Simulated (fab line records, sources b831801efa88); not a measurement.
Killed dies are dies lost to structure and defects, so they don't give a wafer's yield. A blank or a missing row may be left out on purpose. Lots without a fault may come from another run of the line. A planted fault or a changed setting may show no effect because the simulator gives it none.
Chamber matching | flow gf180mcu | GF_V2_CMP_04 on cmp-01: 4 sister chambers
The step polishes SiO2. 20 wafers are shown with their chamber, then 10 later ones without.

WAFERS WITH THEIR CHAMBER
wafer  | chamber | time_to_endpoint_s (s) | retaining_ring_pressure_frac | motor_current_A (A)
L075.1 | 0       | 86                     | 0.993                        | 13.0
L075.4 | 1       | 77                     | 0.993                        | 13.6
L075.6 | 2       | 76                     | 0.998                        | 12.5
L082.2 | 2       | 70                     | 0.997                        | 12.4
L082.5 | 0       | 79                     | 1.000                        | 13.0
L082.6 | 1       | 78                     | 1.002                        | 13.0
L083.1 | 1       | 74                     | 1.001                        | 12.5
L083.3 | 3       | 78                     | 1.002                        | 13.3
L083.4 | 0       | 91                     | 0.991                        | 12.8
L085.2 | 1       | 74                     | 0.995                        | 13.0
L085.5 | 1       | 82                     | 1.004                        | 13.3
L085.6 | 0       | 84                     | 1.000                        | 13.5
L087.1 | 3       | 80                     | 0.996                        | 12.5
L087.2 | 2       | 70                     | 0.988                        | 13.0
L087.3 | 0       | 83                     | 1.001                        | 12.5
L090.2 | 1       | 89                     | 0.994                        | 12.9
L090.3 | 3       | 85                     | 0.999                        | 12.4
L090.4 | 2       | 73                     | 0.993                        | 13.3
L091.1 | 0       | 91                     | 0.990                        | 12.5
L091.3 | 1       | 76                     | 0.997                        | 13.1

SIGNATURES (means of the wafers above)
reading                      | chamber 0 | chamber 1 | chamber 2 | chamber 3 | scatter within a chamber
time_to_endpoint_s           | 85.67     | 78.57     | 72.25     | 81.00     | 4.57
retaining_ring_pressure_frac | 0.99583   | 0.99800   | 0.99400   | 0.99900   | 0.00446
motor_current_A              | 12.883    | 13.057    | 12.800    | 12.733    | 0.39
Rule: a wafer's distance from a chamber is the root of the sum, over the readings, of the square of ((its reading less the chamber's mean) divided by the reading's scatter). The wafer belongs to the nearest chamber; if the next one is less than 2 further off, it can't be placed. The scatter: the root of (the sum of the squares of (reading less its chamber's mean) over the shown wafers, divided by (wafers less chambers)).

WAFERS WITHOUT THEIR CHAMBER
wafer  | time_to_endpoint_s (s) | retaining_ring_pressure_frac | motor_current_A (A)
L091.4 | 73                     | 0.998                        | 12.6
L093.1 | 84                     | 1.003                        | 12.9
L093.5 | 85                     | 1.003                        | 13.7
L093.6 | 93                     | 1.003                        | 12.2
L094.2 | 77                     | 0.998                        | 13.2
L094.3 | 78                     | 1.004                        | 12.9
L094.5 | 85                     | 0.993                        | 12.7
L096.3 | 73                     | 0.995                        | 13.2
L096.4 | 81                     | 1.001                        | 13.0
L096.5 | 83                     | 1.000                        | 12.3

WHICH CHAMBER EACH WENT THROUGH
wafer  | from the rows above               | in truth
L091.4 | can't be placed: 2 or 1 or 3 or 0 | 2
L093.1 | can't be placed: 3 or 0 or 1      | 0
L093.5 | can't be placed: 1 or 0 or 3 or 2 | 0
L093.6 | can't be placed: 0 or 3 or 1      | 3
L094.2 | can't be placed: 1 or 3 or 2 or 0 | 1
L094.3 | can't be placed: 3 or 1 or 0 or 2 | 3
L094.5 | can't be placed: 0 or 3 or 1      | 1
L096.3 | can't be placed: 2 or 1 or 3 or 0 | 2
L096.4 | can't be placed: 3 or 1 or 0 or 2 | 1
L096.5 | can't be placed: 3 or 0 or 1 or 2 | 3
Placed correctly: 0 of 10. Can't be placed from these rows: 10 (the true chamber is among the candidates in 10). Placed wrongly: 0.
